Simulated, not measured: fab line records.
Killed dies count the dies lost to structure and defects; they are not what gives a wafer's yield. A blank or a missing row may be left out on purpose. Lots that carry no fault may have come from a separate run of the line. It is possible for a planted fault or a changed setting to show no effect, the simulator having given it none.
A struck lot beside a sound one -- flow sky130 -- 43 steps out of a route of 708
Sound: wafers L200.2, L200.3, L200.4. The struck wafers were L210.1, L210.3, L210.4. The cause is named last.
Order at every step that has rows: each side's tool, ch and its chambers, its first start. Under that, the readings that differ: sound wafers -- struck wafers -- difference of the means -- sigmas: that difference in standard deviations of wafers without a fault.
alike: a reading whose means differ by less than 2 such deviations, as well as words and numbers matching on both sides. not compared: withheld readings; readings where some wafer has no value; bounds like >300 that might hide an equal value; numbers whose values overlap and for which the record gives no deviation.
A row with sigmas, a row that says differs or no value, or rows on one side alone: a step with any of these is where the two part. Numbers that don't overlap but have no deviation are shown without sigmas and don't part them. A reading that every wafer of one side lacks parts them only if that side has two wafers or more.

first, 3 steps without rows for these wafers: SKY_FIELD_ISO_HMDS_06 (prime time 60 s); SKY_FIELD_ISO_COAT_07 (resist thk 60 nm); SKY_FIELD_ISO_COAT_08 (resist thk 450 nm).
SKY_FIELD_ISO_SOFTBAKE_09: time 92.29 s.
  sound on litho track-04 ch 0; struck on litho track-01 ch 0
  alike: heater power total W, plate sensor t centre C, plate sensor t edge C
then, 3 steps without rows for these wafers: SKY_FIELD_ISO_EXPOSE_10 (exposes mask FOM, target cd 150 nm); SKY_FIELD_ISO_PEB_11; SKY_FIELD_ISO_DEVELOP_12 (develop time 60 s).
SKY_FIELD_ISO_CD_MEAS_13: the cd target is 150 nm.
  sound on cd sem-02, day 3 12:09; struck on cd sem-01, day 5 15:52
  alike: cd nm
SKY_FIELD_ISO_ETCH_14: etches BARC in N2/H2, stops on SiO2, time 48.11 s, target depth 60 nm.
  sound on rie diel-02 ch 0,2,3, day 3 12:15; struck on rie diel-04 ch 0,2,3, day 5 15:59
  alike: drypump motor current A, h2 flow sccm, oes product au, throttle valve pct
  not compared: rf hours counter h
SKY_FIELD_ISO_ETCH_15: etches the open film in CHF3/O2, stops on Si, target depth 180 nm, time 72 s.
  sound on rie diel-02 ch 0,2,3, day 3 12:17; struck on rie diel-04 ch 0,2,3, day 5 16:02
  alike: bias w, drypump motor current A, oes product au, throttle valve pct
  not compared: rf hours counter h
SKY_FIELD_ISO_STRIP_16: strips in O2/N2.
  sound on plasma asher-02 ch 0,1, day 3 12:20; struck on plasma asher-01 ch 0,1, day 5 16:05
  alike: drypump motor current A, oes product au, strip time to endpoint s
  not compared: rf hours counter h
then, 1 step without rows for these wafers: SKY_FIELD_ISO_ETCH_17 (etches Si in HBr/Cl2/O2, target depth 342 nm, time 97.7 s).
SKY_FIELD_ISO_WET_ETCH_18: etches Si3N4 in H3PO4, target depth 25 nm, time 286 s.
  sound on wet bench-04 ch 0, day 3 12:31; struck on wet bench-04 ch 3, day 5 16:16
then, 4 steps without rows for these wafers: SKY_FIELD_ISO_CLEAN_19 (cleans in SC1/SC2, time 150 s); SKY_FIELD_ISO_CLEAN_20 (cleans in dHF, time 20 s); SKY_FIELD_ISO_WET_ETCH_21 (etches SiO2 in dHF, target depth 20 nm, time 400 s); SKY_FIELD_ISO_OXIDATION_22 (stabilise 600 s, purge 300 s, target thk 10 nm).
SKY_FIELD_ISO_THK_MEAS_23:
  sound on film metro-03, day 3 14:05; struck on film metro-02, day 5 17:44
  alike: FIELD_ISO_OXIDATION_01_THK
then, 1 step without rows for these wafers: SKY_FIELD_ISO_CVD_24 (deposits SiO2, target thk 595 nm, time 99.2 s).
SKY_FIELD_ISO_THK_MEAS_25:
  sound on film metro-02, day 3 14:13; struck on film metro-03, day 5 17:52
  alike: FIELD_ISO_CVD_24_THK
then, 1 step without rows for these wafers: SKY_FIELD_ISO_ANNEAL_26 (time 1800 s).
SKY_FIELD_ISO_CMP_27: polishes, stops on Si3N4, t overpolish 16 s, target thk 457.8 nm.
  sound on cmp-01 ch 0,1,3, day 3 15:49; struck on cmp-01 ch 1,2,3, day 5 20:46
  alike: motor current A, overpolish run s, slurry flow ml min, time to endpoint s
then, 5 steps without rows for these wafers: SKY_FIELD_ISO_WET_ETCH_28 (etches SiO2 in dHF, target depth 23.7 nm, time 47 s); SKY_FIELD_ISO_WET_ETCH_29 (etches Si3N4 in H3PO4, target depth 160 nm, time 1825 s); SKY_FIELD_ISO_WET_ETCH_30 (etches SiO2 in dHF, target depth 25 nm, time 50 s); SKY_NWELL_CLEAN_00 (cleans in SC1/SC2, time 150 s); SKY_NWELL_OXIDATION_01 (stabilise 600 s, purge 300 s, target thk 10 nm).
SKY_NWELL_THK_MEAS_02:
  sound on film metro-03, day 3 18:04; struck on film metro-03, day 5 23:07
  alike: NWELL_OXIDATION_THK
then, 9 steps without rows for these wafers: SKY_DNWELL_DEHYDRATE_00 (time 60 s); SKY_DNWELL_HMDS_01 (prime time 60 s); SKY_DNWELL_COAT_02 (resist thk 3000 nm); SKY_DNWELL_SOFTBAKE_03; SKY_DNWELL_EXPOSE_04 (exposes mask DNM, target cd 3000 nm); SKY_DNWELL_PEB_05; SKY_DNWELL_DEVELOP_06 (develop time 60 s); SKY_DNWELL_IMPLANT_07; SKY_DNWELL_STRIP_08 (strips in O2/N2).
SKY_DNWELL_TW_MEAS_09:
  sound on film metro-04, day 4 10:35; struck on film metro-04, day 6 17:43
  alike: DNWELL_TW
then, 4 steps without rows for these wafers: SKY_PWDE_DEHYDRATE_00 (time 60 s); SKY_PWDE_HMDS_01 (prime time 60 s); SKY_PWDE_COAT_02 (resist thk 3000 nm); SKY_PWDE_SOFTBAKE_03.
-- the record jumps here: 43 days lie between the struck wafers' starts before and after (it left off in module PWDE and takes up again in module PAD_OPEN, whose first step shown is number 708 of the route) --
SKY_PAD_OPEN_PROBE_99:
  sound on prober-01, day 48 02:38; struck on prober-01, day 49 10:20
reading,sound,struck,difference,sigmas
hold,- - -,await dispo/5.0h/release await dispo/5.0h/release await dispo/5.0h/release,no value on the sound wafers,
killed at front end,16 8 14,69 62 58,+50,+11
killed dies,99 88 76,146 123 125,+44,+4
  alike: killed_at_M0_to_M3, killed_at_M4_up, killed at contacts, killed at other, killed on rim, killed open, killed short

## WHERE THEY PART
Only at SKY_PAD_OPEN_PROBE_99, as far as this record shows.

WHY: the cause the simulator had injected
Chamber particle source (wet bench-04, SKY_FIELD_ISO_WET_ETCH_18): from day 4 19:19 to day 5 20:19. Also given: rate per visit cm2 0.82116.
